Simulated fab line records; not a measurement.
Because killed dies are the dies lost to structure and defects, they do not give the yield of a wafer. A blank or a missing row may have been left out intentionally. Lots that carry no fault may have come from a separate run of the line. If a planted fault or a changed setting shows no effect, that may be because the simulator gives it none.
The tool behind it: which one? -- flow gf180mcu -- Sampling: 15 lots, 45 wafers, 2 of 602 route steps

== WHAT EACH GAUGE READ, for each wafer ==
GF_V2_RS_MEAS_24: measures by four-point-probe.
lot,measured,on,V2_W_RS (ohm/sq)
L860,day 20 09:11,film metro-01,0.329 0.325 0.331
L862,day 20 21:00,film metro-03,0.326 0.329 0.320
L863,day 21 03:52,film metro-03,0.330 0.324 0.332
L864,day 21 08:32,film metro-04,0.333 0.323 0.329
L865,day 21 17:52,film metro-01,0.316 0.321 0.318
L867,day 23 05:47,film metro-03,0.322 0.320 0.319
L869,day 24 05:06,film metro-04,0.333 0.321 0.333
L871,day 24 12:11,film metro-04,0.323 0.328 0.325
L870,day 24 15:25,film metro-04,0.317 0.327 0.322
L872,day 24 18:48,film metro-01,0.320 0.326 0.316
L876,day 25 15:01,film metro-04,0.326 0.321 0.324
L877,day 26 01:35,film metro-03,0.327 0.325 0.322
L878,day 26 10:46,film metro-01,0.324 0.322 0.325
L879,day 27 01:12,film metro-01,0.329 0.328 0.322
L881,day 27 19:25,film metro-01,0.321 0.326 0.328

GF_V2_THK_MEAS_25: measures by xrf.
lot,measured,on,V2_W_THK (nm)
L860,day 20 09:17,film metro-01,337 344 335
L862,day 20 21:07,film metro-03,339 337 347
L863,day 21 03:59,film metro-03,336 341 336
L864,day 21 08:38,film metro-04,344 356 344
L865,day 21 17:58,film metro-01,355 352 356
L867,day 23 05:53,film metro-03,345 345 348
L869,day 24 05:13,film metro-04,339 352 339
L871,day 24 12:17,film metro-04,351 343 351
L870,day 24 15:32,film metro-04,358 346 351
L872,day 24 18:55,film metro-01,348 342 351
L876,day 25 15:08,film metro-04,350 360 353
L877,day 26 01:43,film metro-03,339 340 345
L878,day 26 10:52,film metro-01,341 343 343
L879,day 27 01:19,film metro-01,344 346 353
L881,day 27 19:32,film metro-01,357 347 347

== WHICH TOOL RAN EACH LOT (tool, then ch and the chambers of the sampled wafers, then the start) ==
The record shows no process step preceding these readings.

== WHAT THE TOOLS THEMSELVES READ (means of the sampled wafers that have a number; where no wafer has one, the mark that the record gives instead) ==
The record holds no such reading with a usual standard deviation.

== THE ANSWER, worked out from the rows above alone ==
Rule: the lots themselves supply what counts as usual. Put in order of their means at a reading, lots are off if they are a third of the lots or fewer, leave a main group of 4 or more, and stand apart from it by a gap of 3 or more times the standard deviation of the main group's means; of several such gaps the widest counts. If all means in a main group match to the digits the tables above print for the reading, that group is not used. A lot without any number at a reading at which 4 lots or more have one is off too. Where the step has rows for the other lots, those lots are counted as sound. First the gauges in route order, then the tools' own readings, where a lot's mean is used as printed above. The first step at which some lot is off is used, and at that step the reading that is off furthest; a lot without a number counts as furthest.
No lot is off on any of the readings shown, so nothing can be concluded from this.

== WHAT THE SIMULATOR HAD PUT IN ==
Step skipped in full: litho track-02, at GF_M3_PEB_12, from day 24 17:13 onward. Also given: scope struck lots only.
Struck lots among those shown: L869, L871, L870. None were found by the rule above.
